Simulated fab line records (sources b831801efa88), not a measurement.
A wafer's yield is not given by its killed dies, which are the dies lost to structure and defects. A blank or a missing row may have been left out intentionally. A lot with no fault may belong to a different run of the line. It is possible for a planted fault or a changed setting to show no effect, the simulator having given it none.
Which tool is to blame? :: flow sky130 :: 12 lots, 36 wafers sampled, at 5 steps of a route of 708

== WHAT EACH GAUGE READ, for each wafer ==
SKY_LDD_HVP_OVL_MEAS_07. Usual: LDD_HVP_OVL -1.2 nm, standard deviation 1.2.
lot: L489
measured: day 21 07:09
on: overlay-02
LDD_HVP_OVL (nm): -0.6 -0.7 -1.2
flag: 

lot: L490
measured: day 21 12:13
on: overlay-02
LDD_HVP_OVL (nm): -2.4 -1.1 0.7
flag: 

lot: L492
measured: day 22 19:12
on: overlay-02
LDD_HVP_OVL (nm): -0.6 -0.7 -1.7
flag: 

lot: L497
measured: day 24 14:39
on: overlay-02
LDD_HVP_OVL (nm): -1.8 -0.1 -0.3
flag: 

lot: L498
measured: day 24 20:09
on: overlay-02
LDD_HVP_OVL (nm): 0.7 -0.4 -0.2
flag: 

lot: L500
measured: day 25 14:03
on: overlay-02
LDD_HVP_OVL (nm): -0.5 -0.6 -1.5
flag: 

lot: L502
measured: day 26 20:15
on: overlay-01
LDD_HVP_OVL (nm): -2.4 -1.1 -3.7
flag: 

lot: L505
measured: day 27 07:01
on: overlay-01
LDD_HVP_OVL (nm): -1.5 -1.5 -1.7
flag: 

lot: L508
measured: day 28 12:21
on: overlay-01
LDD_HVP_OVL (nm): -3.8 -5.1 -3.6
flag: 

lot: L509
measured: day 28 20:06
on: overlay-01
LDD_HVP_OVL (nm): -2.2 -1.0 0.3
flag: 

lot: L510
measured: day 29 04:10
on: overlay-01
LDD_HVP_OVL (nm): -0.4 -1.7 -1.5
flag: 

lot: L512
measured: day 29 19:25
on: overlay-01
LDD_HVP_OVL (nm): -3.1 -2.3 -0.8
flag: 

== TOOL THAT RAN EACH LOT (tool first, then ch and the chambers of the sampled wafers, then the start) ==
lot: L489
SKY_SONOS_ONO_STRIP_17: plasma asher-03 ch 0,1, day 12 12:55
SKY_LDD_P_COAT_02: litho track-04 ch 0, day 18 01:45
SKY_LDD_P_STRIP_10: plasma asher-02 ch 0,1, day 18 18:06
SKY_LDD_HVN_STRIP_09: plasma asher-03 ch 0,1, day 20 00:02

lot: L490
SKY_SONOS_ONO_STRIP_17: plasma asher-04 ch 0,1, day 12 17:33
SKY_LDD_P_COAT_02: litho track-02 ch 0, day 18 07:32
SKY_LDD_P_STRIP_10: plasma asher-04 ch 0, day 18 22:57
SKY_LDD_HVN_STRIP_09: plasma asher-03 ch 0,1, day 20 05:48

lot: L492
SKY_SONOS_ONO_STRIP_17: plasma asher-04 ch 0,1, day 13 15:58
SKY_LDD_P_COAT_02: litho track-04 ch 0, day 19 12:01
SKY_LDD_P_STRIP_10: plasma asher-04 ch 0,1, day 20 04:56
SKY_LDD_HVN_STRIP_09: plasma asher-03 ch 0,1, day 21 11:38

lot: L497
SKY_SONOS_ONO_STRIP_17: plasma asher-04 ch 0,1, day 15 05:09
SKY_LDD_P_COAT_02: litho track-02 ch 0, day 21 09:19
SKY_LDD_P_STRIP_10: plasma asher-04 ch 0,1, day 22 01:45
SKY_LDD_HVN_STRIP_09: plasma asher-03 ch 0,1, day 23 09:15

lot: L498
SKY_SONOS_ONO_STRIP_17: plasma asher-03 ch 0,1, day 15 13:09
SKY_LDD_P_COAT_02: litho track-04 ch 0, day 21 15:55
SKY_LDD_P_STRIP_10: plasma asher-04 ch 0,1, day 22 07:30
SKY_LDD_HVN_STRIP_09: plasma asher-03 ch 0,1, day 23 14:20

lot: L500
SKY_SONOS_ONO_STRIP_17: plasma asher-01 ch 0, day 16 06:43
SKY_LDD_P_COAT_02: litho track-03 ch 0, day 22 11:13
SKY_LDD_P_STRIP_10: plasma asher-02 ch 0,1, day 23 02:54
SKY_LDD_HVN_STRIP_09: plasma asher-01 ch 0,1, day 24 08:29

lot: L502
SKY_SONOS_ONO_STRIP_17: plasma asher-04 ch 1, day 17 06:38
SKY_LDD_P_COAT_02: litho track-02 ch 0, day 23 18:01
SKY_LDD_P_STRIP_10: plasma asher-04 ch 0,1, day 24 09:34
SKY_LDD_HVN_STRIP_09: plasma asher-02 ch 0,1, day 25 14:53

lot: L505
SKY_SONOS_ONO_STRIP_17: plasma asher-04 ch 0,1, day 17 23:50
SKY_LDD_P_COAT_02: litho track-02 ch 0, day 24 07:19
SKY_LDD_P_STRIP_10: plasma asher-04 ch 0,1, day 24 21:54
SKY_LDD_HVN_STRIP_09: plasma asher-03 ch 0,1, day 26 02:43

lot: L508
SKY_SONOS_ONO_STRIP_17: plasma asher-03 ch 0, day 19 05:09
SKY_LDD_P_COAT_02: litho track-04 ch 0, day 25 13:28
SKY_LDD_P_STRIP_10: plasma asher-02 ch 0,1, day 26 03:33
SKY_LDD_HVN_STRIP_09: plasma asher-02 ch 0,1, day 27 07:50

lot: L509
SKY_SONOS_ONO_STRIP_17: plasma asher-03 ch 0,1, day 19 16:40
SKY_LDD_P_COAT_02: litho track-03 ch 0, day 25 19:46
SKY_LDD_P_STRIP_10: plasma asher-03 ch 1, day 26 10:12
SKY_LDD_HVN_STRIP_09: plasma asher-03 ch 0,1, day 27 15:36

lot: L510
SKY_SONOS_ONO_STRIP_17: plasma asher-03 ch 1, day 20 04:10
SKY_LDD_P_COAT_02: litho track-04 ch 0, day 26 04:45
SKY_LDD_P_STRIP_10: plasma asher-02 ch 0,1, day 26 19:51
SKY_LDD_HVN_STRIP_09: plasma asher-02 ch 0,1, day 28 00:35

lot: L512
SKY_SONOS_ONO_STRIP_17: plasma asher-04 ch 1, day 20 17:22
SKY_LDD_P_COAT_02: litho track-03 ch 0, day 26 20:49
SKY_LDD_P_STRIP_10: plasma asher-04 ch 0,1, day 27 11:24
SKY_LDD_HVN_STRIP_09: plasma asher-03 ch 0,1, day 28 16:05
- SKY_SONOS_ONO_STRIP_17: strips in O2/N2.
- SKY_LDD_P_COAT_02: resist thk 1140 nm.
- SKY_LDD_P_STRIP_10: strips in O2/N2.
- SKY_LDD_HVN_STRIP_09: strips in O2/N2.

== WHAT THE TOOLS THEMSELVES READ (means of the sampled wafers that have a number; where no wafer has one, the mark that the record gives instead) ==
SKY_SONOS_ONO_STRIP_17. Usual: drypump motor current A 5.8 A, standard deviation 0.57; oes product au 0.710 a.u., standard deviation 0.0045; strip time to endpoint s 14.11 s, standard deviation 0.039.
lot: L489
tool: plasma asher-03
drypump motor current A (A): 6.2
oes product au (a.u.): 0.711
strip time to endpoint s (s): 14.08
flag: 

lot: L490
tool: plasma asher-04
drypump motor current A (A): 5.4
oes product au (a.u.): 0.707
strip time to endpoint s (s): 14.15
flag: 

lot: L492
tool: plasma asher-04
drypump motor current A (A): 5.4
oes product au (a.u.): 0.711
strip time to endpoint s (s): 14.12
flag: 

lot: L497
tool: plasma asher-04
drypump motor current A (A): 5.4
oes product au (a.u.): 0.709
strip time to endpoint s (s): 14.11
flag: 

lot: L498
tool: plasma asher-03
drypump motor current A (A): 6.2
oes product au (a.u.): 0.705
strip time to endpoint s (s): 14.15
flag: 

lot: L500
tool: plasma asher-01
drypump motor current A (A): 6.5
oes product au (a.u.): 0.710
strip time to endpoint s (s): 14.16
flag: 

lot: L502
tool: plasma asher-04
drypump motor current A (A): 5.5
oes product au (a.u.): 0.714
strip time to endpoint s (s): 14.09
flag: 

lot: L505
tool: plasma asher-04
drypump motor current A (A): 5.4
oes product au (a.u.): 0.712
strip time to endpoint s (s): 14.14
flag: 

lot: L508
tool: plasma asher-03
drypump motor current A (A): 6.1
oes product au (a.u.): 0.712
strip time to endpoint s (s): 14.11
flag: 

lot: L509
tool: plasma asher-03
drypump motor current A (A): 6.2
oes product au (a.u.): 0.711
strip time to endpoint s (s): 14.12
flag: 

lot: L510
tool: plasma asher-03
drypump motor current A (A): 6.6
oes product au (a.u.): 0.703
strip time to endpoint s (s): 14.10
flag: 

lot: L512
tool: plasma asher-04
drypump motor current A (A): 5.5
oes product au (a.u.): 0.703
strip time to endpoint s (s): 14.08
flag: 

SKY_LDD_P_STRIP_10. Usual: drypump motor current A 5.8 A, standard deviation 0.44; oes product au 0.716 a.u., standard deviation 0.0046; strip time to endpoint s 14.18 s, standard deviation 0.044.
lot: L489
tool: plasma asher-02
drypump motor current A (A): 6.0
oes product au (a.u.): 0.721
strip time to endpoint s (s): 14.28
flag: 

lot: L490
tool: plasma asher-04
drypump motor current A (A): 5.3
oes product au (a.u.): 0.715
strip time to endpoint s (s): 14.17
flag: 

lot: L492
tool: plasma asher-04
drypump motor current A (A): 5.4
oes product au (a.u.): 0.714
strip time to endpoint s (s): 14.20
flag: 

lot: L497
tool: plasma asher-04
drypump motor current A (A): 5.4
oes product au (a.u.): 0.717
strip time to endpoint s (s): 14.12
flag: 

lot: L498
tool: plasma asher-04
drypump motor current A (A): 5.4
oes product au (a.u.): 0.716
strip time to endpoint s (s): 14.14
flag: 

lot: L500
tool: plasma asher-02
drypump motor current A (A): 6.1
oes product au (a.u.): 0.717
strip time to endpoint s (s): 14.14
flag: 

lot: L502
tool: plasma asher-04
drypump motor current A (A): 5.4
oes product au (a.u.): 0.714
strip time to endpoint s (s): 14.25
flag: 

lot: L505
tool: plasma asher-04
drypump motor current A (A): 5.4
oes product au (a.u.): 0.718
strip time to endpoint s (s): 14.31
flag: 

lot: L508
tool: plasma asher-02
drypump motor current A (A): 6.1
oes product au (a.u.): 0.716
strip time to endpoint s (s): 14.22
flag: 

lot: L509
tool: plasma asher-03
drypump motor current A (A): 6.6
oes product au (a.u.): 0.713
strip time to endpoint s (s): 14.16
flag: 

lot: L510
tool: plasma asher-02
drypump motor current A (A): 6.0
oes product au (a.u.): 0.717
strip time to endpoint s (s): 14.18
flag: 

lot: L512
tool: plasma asher-04
drypump motor current A (A): 5.4
oes product au (a.u.): 0.713
strip time to endpoint s (s): 14.19
flag: 

SKY_LDD_HVN_STRIP_09. Usual: drypump motor current A 6.1 A, standard deviation 0.49; oes product au 0.409 a.u., standard deviation 0.0044; strip time to endpoint s 4.132 s, standard deviation 0.013.
lot: L489
tool: plasma asher-03
drypump motor current A (A): 6.4
oes product au (a.u.): 0.409
strip time to endpoint s (s): 4.125
flag: 

lot: L490
tool: plasma asher-03
drypump motor current A (A): 6.5
oes product au (a.u.): 0.410
strip time to endpoint s (s): 4.160
flag: 

lot: L492
tool: plasma asher-03
drypump motor current A (A): 6.4
oes product au (a.u.): 0.409
strip time to endpoint s (s): 4.127
flag: 

lot: L497
tool: plasma asher-03
drypump motor current A (A): 6.2
oes product au (a.u.): 0.408
strip time to endpoint s (s): 4.136
flag: 

lot: L498
tool: plasma asher-03
drypump motor current A (A): 6.4
oes product au (a.u.): 0.407
strip time to endpoint s (s): 4.136
flag: 

lot: L500
tool: plasma asher-01
drypump motor current A (A): 6.0
oes product au (a.u.): 0.407
strip time to endpoint s (s): 4.124
flag: 

lot: L502
tool: plasma asher-02
drypump motor current A (A): 6.0
oes product au (a.u.): 0.410
strip time to endpoint s (s): 4.148
flag: 

lot: L505
tool: plasma asher-03
drypump motor current A (A): 6.2
oes product au (a.u.): 0.410
strip time to endpoint s (s): 4.132
flag: 

lot: L508
tool: plasma asher-02
drypump motor current A (A): 6.0
oes product au (a.u.): 0.407
strip time to endpoint s (s): 4.129
flag: 

lot: L509
tool: plasma asher-03
drypump motor current A (A): 6.5
oes product au (a.u.): 0.408
strip time to endpoint s (s): 4.133
flag: 

lot: L510
tool: plasma asher-02
drypump motor current A (A): 6.0
oes product au (a.u.): 0.411
strip time to endpoint s (s): 4.140
flag: 

lot: L512
tool: plasma asher-03
drypump motor current A (A): 6.2
oes product au (a.u.): 0.409
strip time to endpoint s (s): 4.143
flag: 

== THE ANSWER, worked out from the rows above alone ==
Rule: take the mean of a lot's wafers that have a number; if it is more than 3 standard deviations from the usual mean, the lot is off. Also off: a lot with no number at a reading for which 4 or more lots have one. All remaining lots with rows at the step are treated as sound. The gauges are gone through in route order, then the tools' own readings, and for those a lot's mean is taken as printed above. The first step at which some lot is off is used, and at that step the reading that is off furthest; a lot without a number counts as furthest.
None of the lots is off at any reading shown; this tells nothing.

== WHAT WAS PUT IN BY THE SIMULATOR ==
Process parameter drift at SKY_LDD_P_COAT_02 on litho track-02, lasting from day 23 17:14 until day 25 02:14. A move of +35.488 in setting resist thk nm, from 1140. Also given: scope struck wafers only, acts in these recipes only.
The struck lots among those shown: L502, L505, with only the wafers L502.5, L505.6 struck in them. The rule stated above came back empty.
